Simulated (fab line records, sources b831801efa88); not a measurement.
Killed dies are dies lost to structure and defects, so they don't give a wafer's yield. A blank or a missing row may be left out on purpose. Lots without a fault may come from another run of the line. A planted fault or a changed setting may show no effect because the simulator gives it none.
Chamber matching | flow gf180mcu | GF_V4_CMP_04 on cmp-01: 4 sister chambers
The step polishes SiO2. 8 wafers are shown with their chamber, then 12 later ones without.

WAFERS WITH THEIR CHAMBER
wafer  | chamber | motor_current_A (A) | time_to_endpoint_s (s)
L087.2 | 3       | 16.2                | 72
L090.5 | 2       | 11.6                | 73
L090.1 | 0       | 12.1                | 69
L090.3 | 3       | 15.9                | 75
L090.4 | 2       | 11.7                | 73
L092.3 | 1       | 12.2                | 82
L092.5 | 0       | 12.2                | 84
L092.6 | 1       | 11.9                | 86

WAFERS WITHOUT THEIR CHAMBER
wafer  | motor_current_A (A) | time_to_endpoint_s (s)
L093.2 | 11.9                | 75
L093.3 | 11.6                | 86
L093.5 | 12.0                | 88
L094.1 | 11.5                | 74
L094.3 | 16.1                | 86
L094.4 | 11.6                | 84
L094.2 | 11.6                | 90
L094.5 | 16.0                | 91
L094.6 | 12.2                | 87
L096.3 | 12.3                | 74
L096.4 | 11.9                | 74
L096.6 | 12.4                | 75

WHICH CHAMBER EACH WENT THROUGH
wafer  | from the rows above          | in truth
L093.2 | can't be placed: 0 or 2 or 1 | 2
L093.3 | can't be placed: 2 or 1 or 0 | 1
L093.5 | can't be placed: 1 or 0      | 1
L094.1 | 2                            | 2
L094.3 | 3                            | 3
L094.4 | can't be placed: 2 or 1 or 0 | 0
L094.2 | can't be placed: 1 or 2 or 0 | 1
L094.5 | 3                            | 3
L094.6 | can't be placed: 1 or 0      | 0
L096.3 | can't be placed: 0 or 1      | 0
L096.4 | can't be placed: 2 or 0 or 1 | 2
L096.6 | can't be placed: 0 or 1      | 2
Placed correctly: 3 of 12. Can't be placed from these rows: 9 (the true chamber is among the candidates in 8). Placed wrongly: 0.
How it was worked out, from the rows above alone: a wafer's distance from a chamber is the root of the sum, over the readings, of the square of ((its reading less the chamber's mean) divided by the reading's scatter). The wafer belongs to the nearest chamber; if the next one is less than 2 further off, it can't be placed. A chamber's mean is the mean of its shown wafers. The scatter: the root of (the sum of the squares of (reading less its chamber's mean) over the shown wafers, divided by (wafers less chambers)).
